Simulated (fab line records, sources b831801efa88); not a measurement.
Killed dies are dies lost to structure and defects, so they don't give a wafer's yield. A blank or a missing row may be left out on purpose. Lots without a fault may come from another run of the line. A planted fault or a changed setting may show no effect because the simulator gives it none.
Tool commonality check | flow gf180mcu | 12 lots, 36 wafers sampled

WHY IT WAS OPENED
At GF_HV_LDD_TW_MEAS_38 the reading HV_LDD_3_TW is flagged on 2 of 12 lots. Wafers without a fault read 1432, standard deviation 16.
Rule: a lot is flagged when every wafer of it that has a number lies more than 4 standard deviations from that mean, or none has a number. The other lots count as sound.

lot  | measured     | on            | HV_LDD_3_TW, wafer by wafer | flag
L690 | day 11 19:47 | film_metro-04 | 1438 1439 1431              |
L692 | day 12 11:24 | film_metro-01 | 1418 1420 1415              |
L694 | day 12 20:44 | film_metro-04 | 1437 1438 1439              |
L695 | day 13 06:48 | film_metro-03 | 1453 1448 1454              |
L697 | day 13 22:17 | film_metro-04 | 1426 1436 1434              |
L699 | day 14 08:49 | film_metro-01 | 1349 1348 1347              | FLAGGED
L702 | day 15 08:22 | film_metro-01 | 1357 1351 1349              | FLAGGED
L709 | day 17 19:01 | film_metro-01 | 1412 1416 1420              |
L710 | day 18 04:23 | film_metro-04 | 1432 1428 1427              |
L711 | day 18 10:47 | film_metro-03 | 1453 1453 1456              |
L712 | day 18 21:11 | film_metro-01 | 1419 1417 1414              |
L713 | day 19 00:43 | film_metro-01 | 1414 1410 1417              |
The numbers of the flagged lots are 1350 on average: -82 against the usual, or -5 standard deviations.

WHICH TOOL RAN EACH LOT
The record holds 2 process steps before the reading, out of a route of 602 steps. In each cell: the tool, then ch and the chambers that the sampled wafers went through, then the start.
lot  | flag    | GF_HV_LDD_STRIP_22                   | GF_HV_LDD_IMPLANT_33
L690 |         | plasma_asher-02 ch 0,1, day 11 00:27 | implanter-03 ch 0, day 11 19:05
L692 |         | plasma_asher-01 ch 0,1, day 11 16:05 | implanter-02 ch 0, day 12 10:44
L694 |         | plasma_asher-01 ch 0,1, day 12 00:26 | implanter-02 ch 0, day 12 20:04
L695 |         | plasma_asher-03 ch 0,1, day 12 10:16 | implanter-02 ch 0, day 13 06:06
L697 |         | plasma_asher-02 ch 0,1, day 13 01:06 | implanter-02 ch 0, day 13 21:35
L699 | FLAGGED | plasma_asher-02 ch 0,1, day 13 11:47 | implanter-02 ch 0, day 14 08:09
L702 | FLAGGED | plasma_asher-02 ch 0,1, day 14 10:38 | implanter-02 ch 0, day 15 07:41
L709 |         | plasma_asher-03 ch 0,1, day 16 19:11 | implanter-02 ch 0, day 17 18:21
L710 |         | plasma_asher-02 ch 0,1, day 17 04:29 | implanter-01 ch 0, day 18 03:42
L711 |         | plasma_asher-02 ch 0, day 17 10:20   | implanter-03 ch 0, day 18 10:05
L712 |         | plasma_asher-02 ch 0,1, day 17 20:41 | implanter-03 ch 0, day 18 20:30
L713 |         | plasma_asher-01 ch 0,1, day 18 00:17 | implanter-02 ch 0, day 19 00:02
What these steps do:
- GF_HV_LDD_STRIP_22: strips in O2/N2.
- GF_HV_LDD_IMPLANT_33
- GF_HV_LDD_TW_MEAS_38

FLAGGED OVER TOTAL, TOOL BY TOOL (the gauges that took the reading come last)
step                 | tool            | lots run | flagged | share of the flagged lots | sound lots run after its first flagged lot
GF_HV_LDD_STRIP_22   | plasma_asher-01 | 3        | 0       | none                      | -
GF_HV_LDD_STRIP_22   | plasma_asher-02 | 7        | 2       | all                       | 3 (L710,L711,L712)
GF_HV_LDD_STRIP_22   | plasma_asher-03 | 2        | 0       | none                      | -
GF_HV_LDD_IMPLANT_33 | implanter-01    | 1        | 0       | none                      | -
GF_HV_LDD_IMPLANT_33 | implanter-02    | 8        | 2       | all                       | 2 (L709,L713)
GF_HV_LDD_IMPLANT_33 | implanter-03    | 3        | 0       | none                      | -
GF_HV_LDD_TW_MEAS_38 | film_metro-01   | 6        | 2       | all                       | 3 (L709,L712,L713)
GF_HV_LDD_TW_MEAS_38 | film_metro-03   | 2        | 0       | none                      | -
GF_HV_LDD_TW_MEAS_38 | film_metro-04   | 4        | 0       | none                      | -

WHAT THE TABLE ALLOWS
3 rows of the table ran every flagged lot: plasma_asher-02 at GF_HV_LDD_STRIP_22, implanter-02 at GF_HV_LDD_IMPLANT_33, film_metro-01 at GF_HV_LDD_TW_MEAS_38.
- plasma_asher-02 at GF_HV_LDD_STRIP_22: 2 of its 7 lots flagged. Sound lots ran on it after the first flagged one (L710, L711, L712), which a lasting fault on the whole tool wouldn't allow.
- implanter-02 at GF_HV_LDD_IMPLANT_33: 2 of its 8 lots flagged. Sound lots ran on it after the first flagged one (L709, L713), which a lasting fault on the whole tool wouldn't allow. Its own readings lie more than 4 standard deviations out on every wafer of the flagged lots: dose_ions_cm2, faraday_current_uA.
- film_metro-01 at GF_HV_LDD_TW_MEAS_38: 2 of its 6 lots flagged. Sound lots ran on it after the first flagged one (L709, L712, L713), which a lasting fault on the whole tool wouldn't allow.
No row of the table ran every flagged lot and no sound lot after the first.

WHAT THE SIMULATOR HAD PUT IN
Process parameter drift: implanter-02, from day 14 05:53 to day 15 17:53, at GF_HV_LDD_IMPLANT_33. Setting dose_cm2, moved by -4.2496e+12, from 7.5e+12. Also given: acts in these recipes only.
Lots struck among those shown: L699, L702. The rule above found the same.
